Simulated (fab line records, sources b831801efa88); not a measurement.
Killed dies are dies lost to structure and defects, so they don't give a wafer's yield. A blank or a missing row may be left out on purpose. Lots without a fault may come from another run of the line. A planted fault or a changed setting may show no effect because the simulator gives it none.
Problem report in the 8D (eight disciplines) form, filled by code | flow gf180mcu | the parts of the form that need people (team, actions taken, sign-off) are left out

1. THE PROBLEM
cd_nm at GF_M1_CD_MEAS_14 reads a mean of 219.9 nm on 6 wafers of 2 lots; wafers without a fault read 230.2 nm with a standard deviation of 1.1. That is -9.3 standard deviations from the usual mean.
The step: target cd 230 nm.
First seen on wafer L836.3, day 22 13:45, on cd_sem-01. The record holds 36 wafers of 12 lots with a number at this step. Rule for "out", or "out of limits": more than 4 standard deviations from the usual mean. The other wafers with a number count as sound.

2. WHAT IT IS AND WHAT IT IS NOT
question                    | is                     | is not
which readings at this step | cd_nm                  | -
which lots                  | L835, L836             | L821, L823, L825, L826, L828, L832, L834, L838, L839, L840
which wafers of those lots  | all that have a number | -
read on which gauges        | cd_sem-01              | cd_sem-02
when                        | from day 22 13:45      | up to then (21 sound wafers); but 9 sound wafers of L838, L839, L840 came after

3. SUSPECTS, AND WHAT RULES EACH OUT
Counting: a tool at a process step up to the reading stays a suspect if it ran every lot that is out and no sound lot after the first of them.
- the gauge at GF_M1_CD_MEAS_14: ruled out. All the wafers that are out were read on cd_sem-01, but those of them that GF_M1_SOFTBAKE_10 has rows for are out there too, on other tools.
- litho_track-03 at GF_M1_SOFTBAKE_10 (time 60 s): kept. It ran every lot that is out, first L836 (day 22 02:07), and no sound lot after that; its last sound lot up to then is L834 (day 21 20:13). Its own readings are out on those wafers: heater_power_total_W, plate_temp_C.
Left after counting: litho_track-03 at GF_M1_SOFTBAKE_10.

4. THE CAUSE (what the simulator had put in)
Process parameter drift: litho_track-03, from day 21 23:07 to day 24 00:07, at GF_M1_SOFTBAKE_10. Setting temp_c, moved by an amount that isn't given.
Counting left only this tool.

5. THE CHAIN OF EFFECTS, in route order
Each row: a reading whose mean over the struck wafers that have a number lies more than 3 standard deviations from the usual. Only readings for which the record gives a usual standard deviation are gone through. hours: the time from each lot's start at the first step in this table that gives one to its start at this step, as a median over the lots. sigmas: the change in usual standard deviations.
hours | step              | reading              | usual    | on struck wafers | change | sigmas
0     | GF_M1_SOFTBAKE_10 | heater_power_total_W | 93.05 W  | 96.40            | +3.35  | +57
0     | GF_M1_SOFTBAKE_10 | plate_temp_C         | 130.00 C | 133.56           | +3.56  | +25
12    | GF_M1_CD_MEAS_14  | cd_nm                | 230.2 nm | 219.9            | -10.3  | -9.3
The process steps in it:
- GF_M1_SOFTBAKE_10: time 60 s.
Later measuring or inspecting steps at which every struck wafer that the step has a row for has a number for every such reading, and none has moved that far: GF_V3_OVL_MEAS_15.

6. WHAT WOULD HAVE CAUGHT IT SOONER
In this record the first reading out of limits at a measuring or inspecting step was taken at day 22 13:45, 15 hours after the fault began at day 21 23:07.
The tool's own readings at GF_M1_SOFTBAKE_10 were out on every struck wafer that the step has a row for (heater_power_total_W, plate_temp_C): an alarm limit on them would have fired on the first of those.
All the lots that are out (2) had begun GF_M1_SOFTBAKE_10 on litho_track-03 by day 22 13:45. A hold on the tool at that time would have spared none of them.
